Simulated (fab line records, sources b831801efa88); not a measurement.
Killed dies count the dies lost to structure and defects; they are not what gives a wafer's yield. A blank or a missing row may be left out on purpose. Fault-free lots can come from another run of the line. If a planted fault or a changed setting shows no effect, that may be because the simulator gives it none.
fab line records | flow gf180mcu
record: lots: 24 wafers: 72 lastDay: 34
route steps=602 shown M2@379 V2@405 M3@425 V4@497 PASSIVATION@599
lots that met no fault: from a run of the same line without faults
startH: start of the lot's first displayed wafer, in hours after the record's first day | waitH: hours since the lot's step before | " identical to the entry in the row above | L1.1+2: a single row standing in for several wafers | - no value, or no start given | * or withheld: withheld | < > ~ a bound
route shown NAME@n: a module of which the file shows steps, and the number in the route of the first | usual: mean/standard deviation taken from wafers without a fault | same: alike in all rows | chamber/n: place in a boat | sites: readings site by site | _std_site: the standard deviation of these | _edge_site: mean of outer sites minus mean of inner sites | radiusMm: how far each site lies from the wafer's centre | mask NAME#n: copy n | behind: the last tool/chamber to shape the wafer | hold: the reason the lot was held/the length of the hold in hours/how it ended | device: which transistor (n, p or np) failed to switch | end of line: tests run on the same wafers once the route is complete | for a step that has no rows: nothing shown but its recipe | killed: the dies lost at the first sort to structure and to defects; this is not the yield of the wafer | map: per-die view of a wafer (x killed, . not killed, _ where there is no die)
set.NAME: the setting as run; set.NAME@STEP: as run at that earlier step | model.NAME: the simulator's own value behind a step, which no gauge read
a sample of lots followed through the steps of the route, with each step as a table and each wafer as a row
services: a tool's chamber out of use, with start hour (startH, from the record's first day; less than 0 if before it), hours out, and reason
== steps ==
step: GF_M2_STRIP_17
recipe: chemistry: O2/N2 powerW: 1400 pressureMtorr: 1500 platenTempC: 250 o2FlowSccm: 3000 n2FlowSccm: 300 overashFraction: 0.5
usual: drypumpMotorCurrentA: 5.7/0.66 heaterPowerW: 355/39 oesProductAu: 0.537/0.0045 stripTimeToEndpointS: 7.39/0.045
columns lot.wafer tool chamber startH waitH drypumpMotorCurrentA heaterPowerW oesProductAu rfHoursCounterH stripTimeToEndpointS
L074.1 plasmaAsher-04 0 433.51 0.1 5.3 308 0.530 30 7.38
L074.3 " 1 " " 6.0 393 0.541 - 7.41
L074.5 " 0 " " 5.3 306 0.537 - 7.40
L075.1 plasmaAsher-01 0 444.56 0.1 6.6 403 0.539 2 7.37
L075.4 " 1 " " 4.7 311 0.544 - 7.41
L075.6 " 1 " " 4.7 305 0.532 - 7.35
L076.2 plasmaAsher-04 1 453.81 0.1 6.0 391 0.543 32 7.35
L076.3 " 1 " " 6.0 397 0.532 - 7.29
L076.4 " 0 " " 5.3 309 0.537 - 7.36
L077.1 plasmaAsher-01 0 458.36 0.1 6.6 403 0.538 3 7.39
L077.2 " 1 " " 4.7 303 0.539 3 7.35
L077.3 " 1 " " 4.6 302 0.537 - 7.35
L078.1 plasmaAsher-02 1 475.81 0.1 6.1 337 0.534 66 7.42
L078.3 " 1 " " 6.2 345 0.543 - 7.35
L078.6 " 1 " " 6.1 340 0.537 - 7.37
L079.1 plasmaAsher-01 1 481.33 0.1 4.6 305 0.540 5 7.46
L079.2 " 0 " " 6.6 397 0.544 5 7.40
L079.5 " 0 " " 6.6 400 0.535 - 7.41
L080.1 plasmaAsher-02 0 493.41 0.1 5.6 382 0.534 68 7.31
L080.5 " 1 " " 6.1 336 0.542 - 7.40
L080.6 " 0 " " 5.7 387 0.535 - 7.42
L081.2 plasmaAsher-04 0 511.31 0.1 5.3 314 0.538 38 7.47
L081.3 " 1 " " 6.1 386 0.541 - 7.48
L081.5 " 1 " " 6.1 393 0.531 - 7.46
L082.3 plasmaAsher-01 0 513.36 0.1 6.6 395 0.540 - 7.35
L082.4 " 1 " " 4.6 316 0.541 - 7.39
L082.6 " 1 " " 4.6 311 0.533 - 7.39
L083.2 plasmaAsher-01 0 523.41 0.1 6.6 401 0.523 10 7.33
L083.4 " 0 " " 6.6 387 0.539 - 7.36
L083.6 " 1 " " 4.6 305 0.539 - 7.35
L084.2 plasmaAsher-02 0 533.27 0.1 5.6 373 0.539 72 7.43
L084.3 " 0 " " 5.6 376 0.538 - 7.36
L084.6 " 0 " " 5.6 386 0.537 - 7.41
L085.3 plasmaAsher-04 0 539.42 0.2 5.3 307 0.531 - 7.33
L085.5 " 0 " " 5.3 309 0.536 - 7.34
L085.6 " 1 " " 6.1 383 0.529 - 7.33
L086.1 plasmaAsher-01 1 545.96 0.1 4.6 309 0.541 12 7.42
L086.2 " 0 " " 6.6 398 0.535 12 7.40
L086.4 " 1 " " 4.6 309 0.543 - 7.43
L087.1 plasmaAsher-02 1 551.17 0.1 6.1 331 0.534 74 7.35
L087.4 " 0 " " 5.6 382 0.531 - 7.39
L087.6 " 1 " " 6.1 344 0.543 - 7.36
L088.2 plasmaAsher-01 1 563.07 0.1 4.6 307 0.545 14 7.34
L088.3 " 1 " " 4.6 306 0.534 - 7.38
L088.4 " 0 " " 6.6 393 0.537 - 7.43
L089.1 plasmaAsher-02 0 567.00 0.1 5.6 374 0.544 75 7.34
L089.4 " 0 " " 5.6 377 0.539 - 7.39
L089.6 " 0 " " 5.6 380 0.543 - 7.37
L090.3 plasmaAsher-02 1 574.14 0.1 6.2 340 0.543 - 7.43
L090.5 " 0 " " 5.6 391 0.541 - 7.37
L090.6 " 1 " " 6.1 342 0.534 - 7.39
L091.2 plasmaAsher-04 1 581.12 0.1 6.0 385 0.530 45 7.43
L091.3 " 1 " " 6.0 392 0.544 - 7.43
L091.6 " 1 " " 6.1 392 0.541 - 7.32
L092.3 plasmaAsher-04 0 586.94 0.1 5.3 304 0.540 - 7.47
L092.4 " 1 " " 6.1 393 0.542 - 7.42
L092.5 " 1 " " 6.1 393 0.541 - 7.50
L093.1 plasmaAsher-01 1 598.64 0.1 4.6 301 0.531 18 7.35
L093.5 " 1 " " 4.6 308 0.535 - 7.33
L093.6 " 0 " " 6.6 389 0.540 - 7.43
L094.1 plasmaAsher-04 0 607.26 0.1 5.3 317 0.538 48 7.45
L094.2 " 1 " " 6.1 399 0.541 48 7.42
L094.4 " 1 " " 6.1 389 0.535 - 7.41
L095.2 plasmaAsher-04 0 613.32 0.1 5.3 312 0.541 49 7.38
L095.3 " 0 " " 5.3 302 0.544 - 7.42
L095.5 " 0 " " 5.3 303 0.535 - 7.37
L096.3 plasmaAsher-01 0 617.19 0.1 6.6 400 0.531 - 7.37
L096.4 " 1 " " 4.6 307 0.539 - 7.31
L096.5 " 1 " " 4.6 318 0.544 - 7.38
L097.1 plasmaAsher-02 0 622.81 0.1 5.6 388 0.545 81 7.40
L097.3 " 0 " " 5.6 384 0.541 - 7.36
L097.6 " 0 " " 5.6 382 0.536 - 7.39
step: GF_V2_CVD_23
recipe: material: W targetThkNm: 350 timeS: 104.94 tempC: 400 pressureTorr: 40
usual: heaterPowerOuterW: 547/64 heaterPowerW: 883/99
columns lot.wafer tool chamber startH waitH heaterPowerOuterW heaterPowerW
L074.1 cvdW-02 1 459.95 0.0 484 833
L074.3 " 0 " " 638 1003
L074.5 " 0 " " 632 1027
L075.1 cvdW-01 0 470.60 0.0 499 809
L075.4 " 0 " " 494 822
L075.6 " 1 " " 547 820
L076.2 cvdW-02 1 480.36 0.0 480 797
L076.3 " 1 " " 487 831
L076.4 " 0 " " 639 1031
L077.1 cvdW-01 0 484.25 0.0 508 788
L077.2 " 1 " " 556 854
L077.3 " 0 " " 503 797
L078.1 cvdW-02 1 501.91 0.0 485 831
L078.3 " 1 " " 485 817
L078.6 " 1 " " 481 810
L079.1 cvdW-01 0 507.24 0.0 514 779
L079.2 " 1 " " 527 841
L079.5 " 1 " " 531 844
L080.1 cvdW-02 1 518.92 0.0 494 824
L080.5 " 1 " " 480 811
L080.6 " 0 " " 645 1042
L081.2 cvdW-02 1 536.34 0.0 487 805
L081.3 " 1 " " 481 807
L081.5 " 0 " " 639 1016
L082.3 cvdW-02 0 539.19 0.1 652 998
L082.4 " 1 " " 476 820
L082.6 " 0 " " 643 1046
L083.2 cvdW-02 0 548.14 0.0 649 1046
L083.4 " 1 " " 486 840
L083.6 " 0 " " 632 1006
L084.2 cvdW-01 0 557.45 0.0 508 776
L084.3 " 1 " " 534 848
L084.6 " 0 " " 512 789
L085.3 cvdW-01 1 563.38 0.1 539 845
L085.5 " 0 " " 517 801
L085.6 " 1 " " 551 860
L086.1 cvdW-02 0 570.05 0.0 633 1024
L086.2 " 1 " " 480 816
L086.4 " 0 " " 623 1036
L087.1 cvdW-02 1 575.15 0.0 480 811
L087.4 " 1 " " 496 804
L087.6 " 0 " " 626 1037
L088.2 cvdW-01 0 586.47 0.0 506 772
L088.3 " 0 " " 508 816
L088.4 " 1 " " 536 854
L089.1 cvdW-01 1 590.38 0.0 538 850
L089.4 " 1 " " 538 819
L089.6 " 0 " " 513 789
L090.3 cvdW-02 0 597.58 0.1 631 1035
L090.5 " 1 " " 489 828
L090.6 " 0 " " 639 1047
L091.2 cvdW-02 0 604.76 0.0 641 1015
L091.3 " 1 " " 485 846
L091.6 " 0 " " 630 1024
L092.3 cvdW-02 0 609.34 0.1 650 1028
L092.4 " 1 " " 494 819
L092.5 " 0 " " 628 1015
L093.1 cvdW-01 1 620.64 0.0 532 830
L093.5 " 1 " " 534 830
L093.6 " 0 " " 507 801
L094.1 cvdW-01 1 629.89 0.0 543 842
L094.2 " 0 " " 518 779
L094.4 " 0 " " 513 795
L095.2 cvdW-02 0 635.69 0.0 640 1025
L095.3 " 1 " " 478 851
L095.5 " 0 " " 645 1035
L096.3 cvdW-02 1 639.94 0.1 498 817
L096.4 " 0 " " 626 1041
L096.5 " 1 " " 490 821
L097.1 cvdW-02 0 645.64 0.0 630 1043
L097.3 " 1 " " 488 811
L097.6 " 0 " " 628 1032
step: GF_V2_THK_MEAS_25
recipe: thkMeasGauge: xrf reads: W_of_V2_CVD_23
usual: V2_W_THK: 352/5.1
columns lot.wafer tool chamber startH waitH V2_W_THK[nm]
L074.1 filmMetro-01 - 460.19 0.1 348
L074.3 " - " " 351
L074.5 " - " " 351
L075.1 filmMetro-02 - 470.83 0.1 353
L075.4 " - " " 355
L075.6 " - " " 358
L076.2 filmMetro-02 - 480.60 0.1 349
L076.3 " - " " 344
L076.4 " - " " 349
L077.1 filmMetro-02 - 484.49 0.1 347
L077.2 " - " " 353
L077.3 " - " " 350
L078.1 filmMetro-02 - 502.14 0.1 345
L078.3 " - " " 343
L078.6 " - " " 349
L079.1 filmMetro-04 - 507.47 0.1 349
L079.2 " - " " 355
L079.5 " - " " 355
L080.1 filmMetro-04 - 519.16 0.1 340
L080.5 " - " " 341
L080.6 " - " " 345
L081.2 filmMetro-01 - 536.58 0.1 355
L081.3 " - " " 353
L081.5 " - " " 353
L082.3 filmMetro-01 - 539.40 0.1 351
L082.4 " - " " 343
L082.6 " - " " 351
L083.2 filmMetro-01 - 548.39 0.1 350
L083.4 " - " " 353
L083.6 " - " " 352
L084.2 filmMetro-02 - 557.69 0.1 358
L084.3 " - " " 364
L084.6 " - " " 359
L085.3 filmMetro-01 - 563.59 0.1 362
L085.5 " - " " 360
L085.6 " - " " 360
L086.1 filmMetro-02 - 570.28 0.1 356
L086.2 " - " " 352
L086.4 " - " " 355
L087.1 filmMetro-04 - 575.38 0.1 352
L087.4 " - " " 349
L087.6 " - " " 351
L088.2 filmMetro-02 - 586.71 0.1 358
L088.3 " - " " 357
L088.4 " - " " 354
L089.1 filmMetro-02 - 590.61 0.1 363
L089.4 " - " " 366
L089.6 " - " " 353
L090.3 filmMetro-02 - 597.79 0.1 355
L090.5 " - " " 351
L090.6 " - " " 353
L091.2 filmMetro-04 - 605.00 0.1 347
L091.3 " - " " 342
L091.6 " - " " 346
L092.3 filmMetro-02 - 609.56 0.1 350
L092.4 " - " " 345
L092.5 " - " " 353
L093.1 filmMetro-02 - 620.87 0.1 358
L093.5 " - " " 351
L093.6 " - " " 354
L094.1 filmMetro-02 - 630.12 0.1 357
L094.2 " - " " 349
L094.4 " - " " 353
L095.2 filmMetro-01 - 635.93 0.1 348
L095.3 " - " " 348
L095.5 " - " " 350
L096.3 filmMetro-04 - 640.16 0.1 354
L096.4 " - " " 352
L096.5 " - " " 352
L097.1 filmMetro-01 - 645.87 0.1 356
L097.3 " - " " 346
L097.6 " - " " 358
step: GF_M3_METAL_ETCH_16
recipe: chemistry: Cl2/BCl3 maskMaterial: KrF targetDepthNm: 750.8 stopOn: SiO2 pressureMtorr: 8 icpW: 800 biasW: 140 Cl2_flow_sccm: 80 bcl3FlowSccm: 40 timeS: 125.1
usual: drypumpMotorCurrentA: 5.7/0.31 oesProductAu: 0.988/0.0055 throttleValvePct: 28.231/0.0092
columns lot.wafer tool chamber startH waitH drypumpMotorCurrentA oesProductAu rfHoursCounterH throttleValvePct
L074.1 rieMetal-02 1 484.65 0.0 5.9 0.989 8 28.229
L074.3 " 0 " " 5.3 0.982 - 28.229
L074.5 " 0 " " 5.3 0.997 - 28.235
L075.1 rieMetal-02 0 495.83 0.0 5.3 0.991 9 28.245
L075.4 " 1 " " 5.9 0.994 - 28.238
L075.6 " 0 " " 5.3 0.981 - 28.221
L076.2 rieMetal-04 1 504.79 0.0 5.3 0.999 10 28.236
L076.3 " 1 " " 5.3 0.989 - 28.229
L076.4 " 0 " " 5.9 0.988 - 28.231
L077.1 rieMetal-02 1 508.24 0.0 5.9 0.988 9 28.227
L077.2 " 0 " " 5.3 1.000 10 28.232
L077.3 " 0 " " 5.3 0.992 - 28.222
L078.1 rieMetal-02 1 526.40 0.0 5.9 0.992 9 28.251
L078.3 " 0 " " 5.3 0.983 - 28.242
L078.6 " 0 " " 5.3 0.984 - 28.242
L079.1 rieMetal-02 1 531.13 0.0 5.9 0.992 9 28.210
L079.2 " 0 " " 5.3 0.989 10 28.232
L079.5 " 1 " " 5.9 0.988 - 28.224
L080.1 rieMetal-03 0 542.79 0.0 5.5 0.988 5 28.231
L080.5 " 1 " " 6.0 0.985 - 28.235
L080.6 " 0 " " 5.5 0.993 - 28.228
L081.2 rieMetal-03 0 559.40 0.0 5.4 0.990 6 28.228
L081.3 " 0 " " 5.4 0.976 - 28.223
L081.5 " 1 " " 6.0 0.983 - 28.227
L082.3 rieMetal-04 1 562.42 0.1 5.4 0.989 - 28.223
L082.4 " 0 " " 6.0 0.983 - 28.235
L082.6 " 1 " " 5.4 0.991 - 28.222
L083.2 rieMetal-03 1 571.04 0.0 6.0 0.984 5 28.218
L083.4 " 1 " " 6.0 0.981 - 28.227
L083.6 " 1 " " 6.0 0.990 - 28.231
L084.2 rieMetal-03 1 580.04 0.0 6.0 0.985 5 28.238
L084.3 " 0 " " 5.4 0.979 - 28.225
L084.6 " 0 " " 5.4 0.987 - 28.230
L085.3 rieMetal-03 1 586.02 0.1 6.0 0.980 - 28.235
L085.5 " 0 " " 5.4 0.985 - 28.233
L085.6 " 1 " " 6.0 0.983 - 28.250
L086.1 rieMetal-02 1 593.18 0.0 5.9 0.986 11 28.243
L086.2 " 0 " " 5.3 0.984 12 28.225
L086.4 " 0 " " 5.3 0.994 - 28.246
L087.1 rieMetal-04 1 597.19 0.0 5.3 1.000 12 28.230
L087.4 " 0 " " 5.9 0.995 - 28.229
L087.6 " 0 " " 5.9 0.990 - 28.231
L088.2 rieMetal-04 1 608.19 0.0 5.3 0.990 13 28.235
L088.3 " 1 " " 5.4 0.992 - 28.221
L088.4 " 0 " " 6.0 0.991 - 28.223
L089.1 rieMetal-03 1 612.84 0.0 6.0 0.980 6 28.239
L089.4 " 0 " " 5.4 0.991 - 28.229
L089.6 " 0 " " 5.4 0.984 - 28.225
L090.3 rieMetal-03 1 618.49 0.1 6.0 0.990 - 28.245
L090.5 " 1 " " 6.0 0.994 - 28.245
L090.6 " 0 " " 5.5 0.985 - 28.233
L091.2 rieMetal-02 0 626.53 0.0 5.3 0.993 13 28.232
L091.3 " 1 " " 5.9 0.988 - 28.223
L091.6 " 1 " " 5.9 0.988 - 28.227
L092.3 rieMetal-03 1 630.62 0.1 6.0 0.977 - 28.248
L092.4 " 0 " " 5.5 0.991 - 28.238
L092.5 " 0 " " 5.4 0.980 - 28.252
L093.1 rieMetal-02 0 641.59 0.0 5.3 0.987 14 28.232
L093.5 " 1 " " 6.0 0.997 - 28.229
L093.6 " 0 " " 5.3 0.993 - 28.235
L094.1 rieMetal-03 0 650.09 0.0 5.5 0.991 9 28.238
L094.2 " 1 " " 6.0 0.986 8 28.219
L094.4 " 1 " " 6.0 0.985 - 28.244
L095.2 rieMetal-04 1 655.04 0.0 5.4 0.989 14 28.227
L095.3 " 1 " " 5.4 0.990 - 28.224
L095.5 " 0 " " 6.0 0.983 - 28.216
L096.3 rieMetal-03 0 660.69 0.1 5.4 0.995 - 28.230
L096.4 " 1 " " 6.0 0.985 - 28.235
L096.5 " 0 " " 5.4 0.996 - 28.224
L097.1 rieMetal-02 1 664.93 0.0 5.9 0.995 14 28.221
L097.3 " 0 " " 5.3 0.997 - 28.229
L097.6 " 0 " " 5.3 0.993 - 28.223
step: GF_V4_SPUTTER_21
recipe: material: Ti targetThkNm: 15 chamberPressurePa: 5 powerW: 2500 substrateTempC: 200 timeS: 80.02
usual: throttleValvePct: 30.3/0.89
columns lot.wafer tool chamber startH waitH throttleValvePct
L074.1 pvdSputter-04 - 558.14 0.0 29.2
L074.3 " - " " 31.3
L074.5 " - " " 31.1
L075.1 pvdSputter-01 - 568.61 0.0 30.2
L075.4 " - " " 29.5
L075.6 " - " " 29.1
L076.2 pvdSputter-01 - 577.94 0.0 30.0
L076.3 " - " " 29.3
L076.4 " - " " 30.1
L077.1 pvdSputter-04 - 579.24 0.0 29.3
L077.2 " - " " 31.2
L077.3 " - " " 29.9
L078.1 pvdSputter-04 - 596.53 0.0 29.2
L078.3 " - " " 30.0
L078.6 " - " " 29.8
L079.1 pvdSputter-04 - 601.95 0.0 31.3
L079.2 " - " " 29.9
L079.5 " - " " 29.2
L080.1 pvdSputter-02 - 611.89 0.0 32.7
L080.5 " - " " 31.7
L080.6 " - " " 29.9
L081.2 pvdSputter-01 - 628.12 0.0 30.1
L081.3 " - " " 30.5
L081.5 " - " " 30.5
L082.3 pvdSputter-04 - 630.00 0.0 31.0
L082.4 " - " " 29.2
L082.6 " - " " 30.1
L083.2 pvdSputter-04 - 639.52 0.0 29.9
L083.4 " - " " 31.2
L083.6 " - " " 29.3
L084.2 pvdSputter-04 - 646.64 0.0 31.2
L084.3 " - " " 29.2
L084.6 " - " " 31.4
L085.3 pvdSputter-04 - 651.71 0.0 29.7
L085.5 " - " " 29.8
L085.6 " - " " 29.2
L086.1 pvdSputter-01 - 659.97 0.0 29.8
L086.2 " - " " 30.2
L086.4 " - " " 29.3
L087.1 pvdSputter-04 - 662.31 0.0 31.1
L087.4 " - " " 29.3
L087.6 " - " " 31.2
L088.2 pvdSputter-01 - 671.75 0.0 30.2
L088.3 " - " " 30.6
L088.4 " - " " 29.5
L089.1 pvdSputter-04 - 678.98 0.0 29.1
L089.4 " - " " 29.7
L089.6 " - " " 29.3
L090.3 pvdSputter-02 - 683.65 0.0 29.7
L090.5 " - " " 32.8
L090.6 " - " " 31.5
L091.2 pvdSputter-01 - 689.02 0.0 30.0
L091.3 " - " " 30.7
L091.6 " - " " 30.1
L092.3 pvdSputter-04 - 693.09 0.0 31.6
L092.4 " - " " 31.0
L092.5 " - " " 29.3
L093.1 pvdSputter-01 - 704.92 0.0 30.0
L093.5 " - " " 29.7
L093.6 " - " " 29.5
L094.1 pvdSputter-02 - 710.85 0.0 29.8
L094.2 " - " " 31.9
L094.4 " - " " 32.6
L095.2 pvdSputter-01 - 718.94 0.0 29.9
L095.3 " - " " 29.3
L095.5 " - " " 29.4
L096.3 pvdSputter-01 - 723.46 0.0 29.9
L096.4 " - " " 29.8
L096.5 " - " " 30.2
L097.1 pvdSputter-02 - 725.95 0.0 32.4
L097.3 " - " " 31.9
L097.6 " - " " 31.7
step: GF_PASSIVATION_STRIP_12
recipe: chemistry: O2/N2 powerW: 1400 pressureMtorr: 1500 platenTempC: 250 o2FlowSccm: 3000 n2FlowSccm: 300 overashFraction: 0.5
usual: drypumpMotorCurrentA: 5.8/0.7 heaterPowerW: 331/49 oesProductAu: 0.719/0.0044 stripTimeToEndpointS: 32.94/0.25
columns lot.wafer tool chamber startH waitH drypumpMotorCurrentA heaterPowerW oesProductAu rfHoursCounterH stripTimeToEndpointS
L074.1 plasmaAsher-04 1 665.74 0.1 6.1 391 0.709 56 32.62
L074.3 " 1 " " 6.1 389 0.722 - 33.13
L074.5 " 0 " " 5.3 308 0.718 - 32.76
L075.1 plasmaAsher-01 0 675.20 0.1 6.7 391 0.716 27 32.33
L075.4 " 0 " " 6.6 409 0.729 - 32.91
L075.6 " 1 " " 4.6 308 0.712 - 32.76
L076.2 plasmaAsher-04 0 684.45 0.1 5.3 308 0.716 58 33.19
L076.3 " 0 " " 5.3 304 0.724 - 32.86
L076.4 " 1 " " 6.0 384 0.726 - 33.34
L077.1 plasmaAsher-03 1 685.04 0.1 6.1 301 0.714 102 32.97
L077.2 " 0 " " 6.0 269 0.721 102 32.51
L077.3 " 0 " " 6.0 258 0.717 - 33.09
L078.1 plasmaAsher-01 0 702.34 0.1 6.6 397 0.722 30 32.53
L078.3 " 1 " " 4.6 316 0.714 - 33.07
L078.6 " 0 " " 6.7 400 0.725 - 33.23
L079.1 plasmaAsher-04 1 705.66 0.1 6.1 386 0.721 61 33.05
L079.2 " 0 " " 5.3 313 0.718 61 33.18
L079.5 " 0 " " 5.3 303 0.718 - 32.95
L080.1 plasmaAsher-01 0 718.00 0.1 6.6 398 0.717 32 32.65
L080.5 " 1 " " 4.7 307 0.716 - 32.80
L080.6 " 0 " " 6.6 386 0.719 - 33.20
L081.2 plasmaAsher-04 1 726.35 0.1 6.1 387 0.719 63 33.23
L081.3 " 0 " " 5.3 307 0.722 - 32.82
L081.5 " 0 " " 5.3 314 0.729 - 33.40
L082.3 plasmaAsher-01 0 731.19 0.2 6.6 407 0.723 - 32.90
L082.4 " 1 " " 4.6 308 0.716 - 32.54
L082.6 " 1 " " 4.7 307 0.723 - 32.99
L083.2 plasmaAsher-04 1 737.54 0.1 6.0 384 0.716 64 33.20
L083.4 " 0 " " 5.3 304 0.720 - 33.01
L083.6 " 0 " " 5.3 310 0.721 - 32.68
L084.2 plasmaAsher-04 0 744.31 0.1 5.3 304 0.715 65 32.96
L084.3 " 1 " " 6.0 392 0.719 - 32.70
L084.6 " 1 " " 6.0 385 0.719 - 32.56
L085.3 plasmaAsher-03 1 748.68 0.2 6.1 289 0.718 - 33.20
L085.5 " 1 " " 6.1 300 0.716 - 32.97
L085.6 " 0 " " 6.0 263 0.708 - 33.39
L086.1 plasmaAsher-03 1 756.16 0.1 6.1 300 0.719 1 32.74
L086.2 " 0 " " 6.0 265 0.720 1 33.33
L086.4 " 1 " " 6.1 295 0.717 - 32.98
L087.1 plasmaAsher-01 0 758.34 0.1 6.6 404 0.723 36 32.57
L087.4 " 1 " " 4.6 311 0.718 - 32.66
L087.6 " 0 " " 6.6 403 0.717 - 32.62
L088.2 plasmaAsher-03 0 766.24 0.1 6.0 266 0.724 2 33.54
L088.3 " 0 " " 6.0 267 0.720 - 32.80
L088.4 " 1 " " 6.2 305 0.712 - 32.70
L089.1 plasmaAsher-03 1 773.45 0.1 6.1 299 0.720 3 32.72
L089.4 " 1 " " 6.1 312 0.718 - 32.64
L089.6 " 0 " " 6.0 267 0.723 - 32.82
L090.3 plasmaAsher-01 1 777.72 0.2 4.6 307 0.717 - 32.36
L090.5 " 1 " " 4.6 313 0.724 - 32.96
L090.6 " 0 " " 6.6 389 0.722 - 32.75
L091.2 plasmaAsher-01 1 780.85 0.1 4.6 306 0.717 39 33.41
L091.3 " 0 " " 6.6 394 0.727 - 33.07
L091.6 " 1 " " 4.7 303 0.722 - 33.26
L092.3 plasmaAsher-03 1 785.14 0.2 6.1 291 0.716 - 33.16
L092.4 " 0 " " 6.0 255 0.723 - 32.90
L092.5 " 1 " " 6.1 299 0.716 - 32.73
L093.1 plasmaAsher-01 0 794.74 0.1 6.6 388 0.723 40 32.60
L093.5 " 0 " " 6.6 398 0.717 - 32.57
L093.6 " 1 " " 4.6 307 0.725 - 32.65
L094.1 plasmaAsher-01 1 799.04 0.1 4.6 306 0.716 41 32.74
L094.2 " 0 " " 6.6 399 0.712 41 32.90
L094.4 " 1 " " 4.6 306 0.717 - 32.72
L095.2 plasmaAsher-03 0 805.94 0.1 6.0 267 0.728 6 33.07
L095.3 " 1 " " 6.2 295 0.725 - 33.06
L095.5 " 0 " " 6.0 268 0.717 - 32.89
L096.3 plasmaAsher-04 1 810.93 0.2 6.0 386 0.720 - 33.17
L096.4 " 0 " " 5.3 306 0.719 - 33.06
L096.5 " 1 " " 6.1 394 0.718 - 32.68
L097.1 plasmaAsher-01 0 811.35 0.1 6.6 394 0.715 42 33.09
L097.3 " 1 " " 4.7 305 0.715 - 32.59
L097.6 " 0 " " 6.6 402 0.724 - 33.04
== services ==
columns tool chamber startH hours kind
rieMetal-03 1 414.05 8.4 repair
plasmaAsher-02 - 416.55 17.4 pm
plasmaAsher-01 - 421.34 9.0 pm
plasmaAsher-03 - 431.19 4.4 repair
cvdW-01 1 434.41 6.1 repair
rieMetal-03 - 452.30 1.0 repair
cvdW-02 - 483.83 1.2 repair
plasmaAsher-04 - 497.96 2.8 pm
rieMetal-02 1 505.38 1.4 repair
plasmaAsher-04 - 528.58 1.2 repair
rieMetal-03 - 529.81 1.4 pm
plasmaAsher-01 - 533.14 1.0 repair
cvdW-01 0 537.92 7.8 repair
cvdW-01 - 547.64 0.6 repair
plasmaAsher-04 - 573.00 5.3 repair
plasmaAsher-04 - 574.34 3.4 repair
pvdSputter-04 - 590.88 3.8 repair
rieMetal-03 0 599.05 2.6 repair
rieMetal-03 - 693.03 14.6 pm
pvdSputter-04 - 700.99 2.8 repair
cvdW-01 0 728.60 12.8 repair
pvdSputter-01 - 756.06 4.2 repair
pvdSputter-01 - 769.93 1.0 repair
pvdSputter-04 - 791.28 1.7 repair
== key ==
fault none
